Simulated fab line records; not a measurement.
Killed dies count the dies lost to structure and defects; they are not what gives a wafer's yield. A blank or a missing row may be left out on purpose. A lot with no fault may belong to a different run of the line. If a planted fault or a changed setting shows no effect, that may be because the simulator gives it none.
A lot that was struck, set against a sound lot | flow sky130 | 43 out of 708 route steps
Sound: wafers L479.1, L479.2, L479.4. Struck: wafer L486.6 (left out: L486.2, L486.3 of the same lot, which were not struck); the cause appears at the end.
Per side, at each step with rows, come the tool, then ch with its chambers, and then its first start. Under that, the readings that differ: sound wafers | struck wafers | difference of the means | sigmas: that difference in standard deviations of wafers without a fault.
alike: readings with means less than 2 such deviations apart, plus words and numbers identical on both sides. not compared: withheld readings, readings lacking a value on some wafer, bounds such as >300 that could conceal the same value, and numbers that have no deviation in the record and whose values overlap.
A row with sigmas, a row that says differs or no value, or rows on one side alone: a step with any of these is where the two part. Numbers that don't overlap but have no deviation are shown without sigmas and don't part them. A reading missing from all wafers of one side parts the sides only when that side holds two or more wafers.

first, 8 steps without rows for these wafers: SKY_METAL4_DEHYDRATE_05 (time 60 s); SKY_METAL4_HMDS_06 (prime time 60 s); SKY_METAL4_COAT_07 (resist thk 60 nm); SKY_METAL4_COAT_08 (resist thk 1140 nm); SKY_METAL4_SOFTBAKE_09 (time 90 s); SKY_METAL4_EXPOSE_10 (exposes mask MM4, target cd 300 nm); SKY_METAL4_PEB_11; SKY_METAL4_DEVELOP_12 (develop time 60 s).
SKY_METAL4_CD_MEAS_13: the cd target is 300 nm.
  sound: cdSem-01 at day 42 19:14; struck: cdSem-01 at day 44 07:09
  alike: cdNm
SKY_METAL4_OVL_MEAS_14:
  sound: overlay-02 at day 42 19:21; struck: overlay-01 at day 44 07:16
  alike: METAL4_OVL
SKY_METAL4_DESCUM_15: chemistry O2, time 8 s.
  sound on rieMetal-01 ch 0,1, day 42 19:23; struck on rieMetal-04 ch 1, day 44 07:17
  alike: drypumpMotorCurrentA, oesProductAu
  not compared: rfHoursCounterH
then, 1 step without rows for these wafers: SKY_METAL4_ETCH_16 (etches BARC in N2/H2, stops on SiO2, time 88.2 s, target depth 60 nm).
SKY_METAL4_ETCH_17: etches SiO2 in C4F8/O2/Ar, stops on TiN, time 3.9 s, target depth 15 nm.
  sound on rieDiel-03 ch 0,2,3, day 42 19:31; struck on rieDiel-02 ch 3, day 44 07:25
  alike: oesProductAu
  not compared: rfHoursCounterH
SKY_METAL4_METAL_ETCH_18: etches the open film in Cl2/BCl3, stops on SiO2, target depth 845 nm, time 183.1 s.
  sound on rieMetal-04 ch 0,1, day 42 19:32; struck on rieMetal-01 ch 1, day 44 07:26
  alike: drypumpMotorCurrentA, oesProductAu, throttleValvePct
  not compared: rfHoursCounterH
then, 5 steps without rows for these wafers: SKY_METAL4_STRIP_19 (strips in O2/N2); SKY_METAL4_STRIP_20 (strips in post etch residue remover, time 1200 s); SKY_METAL4_CLEAN_21 (cleans in IPA, time 180 s); SKY_METAL4_CLEAN_22 (cleans in O3/DIW); SKY_VIA4_HDPCVD_00 (deposits SiO2, target thk 1750 nm, time 291.7 s).
SKY_VIA4_THK_MEAS_01:
  sound: filmMetro-04 at day 42 20:29; struck: filmMetro-04 at day 44 08:29
  alike: VIA4_HDPCVD_THK
then, 1 step without rows for these wafers: SKY_VIA4_CMP_02 (polishes SiO2).
SKY_VIA4_BOW_MEAS_03:
  sound: filmMetro-02 at day 42 20:50; struck: filmMetro-02 at day 44 08:52
  alike: VIA4_BOW
then, 7 steps without rows for these wafers: SKY_VIA4_DEHYDRATE_04 (time 60 s); SKY_VIA4_HMDS_05 (prime time 60 s); SKY_VIA4_COAT_06 (resist thk 1140 nm); SKY_VIA4_SOFTBAKE_07 (time 60 s); SKY_VIA4_EXPOSE_08 (exposes mask VIM4, target cd 800 nm); SKY_VIA4_PEB_09; SKY_VIA4_DEVELOP_10 (develop time 60 s).
SKY_VIA4_OVL_MEAS_11:
  sound: overlay-02 at day 43 19:17; struck: overlay-02 at day 45 06:35
  alike: VIA4_OVL
then, 5 steps without rows for these wafers: SKY_VIA4_ETCH_12 (etches SiO2 in C4F8/O2/Ar, stops on TiN, target depth 580 nm); SKY_VIA4_STRIP_13 (strips in O2/N2); SKY_VIA4_STRIP_14 (strips in post etch residue remover, time 1200 s); SKY_VIA4_CLEAN_15 (cleans in IPA, time 180 s); SKY_VIA4_CLEAN_16 (cleans in O3/DIW).
SKY_VIA4_SPUTTER_17: material TiN, target thk 20 nm, time 80 s.
  sound: pvdSputter-01 at day 43 19:59; struck: pvdSputter-01 at day 45 07:17
  alike: throttleValvePct
then, 1 step without rows for these wafers: SKY_VIA4_CVD_18 (deposits W, target thk 505 nm, time 152.14 s).
SKY_VIA4_RS_MEAS_19: uses a four-point probe to measure.
  sound: filmMetro-01 at day 43 20:11; struck: filmMetro-01 at day 45 07:31
  alike: VIA4_W_RS
SKY_VIA4_THK_MEAS_20: measures by xrf.
  sound: filmMetro-01 at day 43 20:19; struck: filmMetro-01 at day 45 07:37
  alike: VIA4_W_THK
SKY_VIA4_CMP_21: polishes, stops on SiO2, t overpolish 25 s, target thk 0 nm.
  sound on cmp-01 ch 0,2,3, day 43 20:26; struck on cmp-01 ch 0, day 45 07:43
reading            | sound                | struck | difference | sigmas
overpolishRunS (s) | 25.003 25.009 25.027 | 24.988 | -0.025     | -3
  alike: motorCurrentA, timeToEndpointS
then, 1 step without rows for these wafers: SKY_METAL5_SPUTTER_00 (material Ti, target thk 15 nm, time 10 s).
SKY_METAL5_SPUTTER_01: material TiN, target thk 20 nm, time 16.7 s.
  sound: pvdSputter-04 at day 43 20:43; struck: pvdSputter-02 at day 45 08:00
  alike: throttleValvePct
-- the record jumps here: 3 days lie between the struck wafers' starts before and after (it left off in module METAL5 and takes up again in module PAD_OPEN, whose first step shown is number 708 of the route) --
SKY_PAD_OPEN_PROBE_99:
  sound: prober-01 at day 46 16:39; struck: prober-02 at day 48 00:34
reading                           | sound                | struck | difference | sigmas
model.etest.met4Comb.leakLog10AUm | -11.99 -11.97 -11.86 | -11.08 | +0.86      | 
  alike: defectLimitedYield, killed_at_M0_to_M3, killed_at_M4_up, killedAtContacts, killedAtFrontEnd, killedAtOther, killedDies, killedOpen, killedShort, sort_bin_3_pad_short, sort_bin_5_function, sort_bin_6_memory, sortNPass, sortYieldPct

== WHERE THEY PART ==
At SKY_VIA4_CMP_21 and nowhere else, as far as this record goes. Later steps at which nothing parts them and some readings are alike: SKY_METAL5_SPUTTER_01, SKY_PAD_OPEN_PROBE_99.

WHY: what had been put in by the simulator
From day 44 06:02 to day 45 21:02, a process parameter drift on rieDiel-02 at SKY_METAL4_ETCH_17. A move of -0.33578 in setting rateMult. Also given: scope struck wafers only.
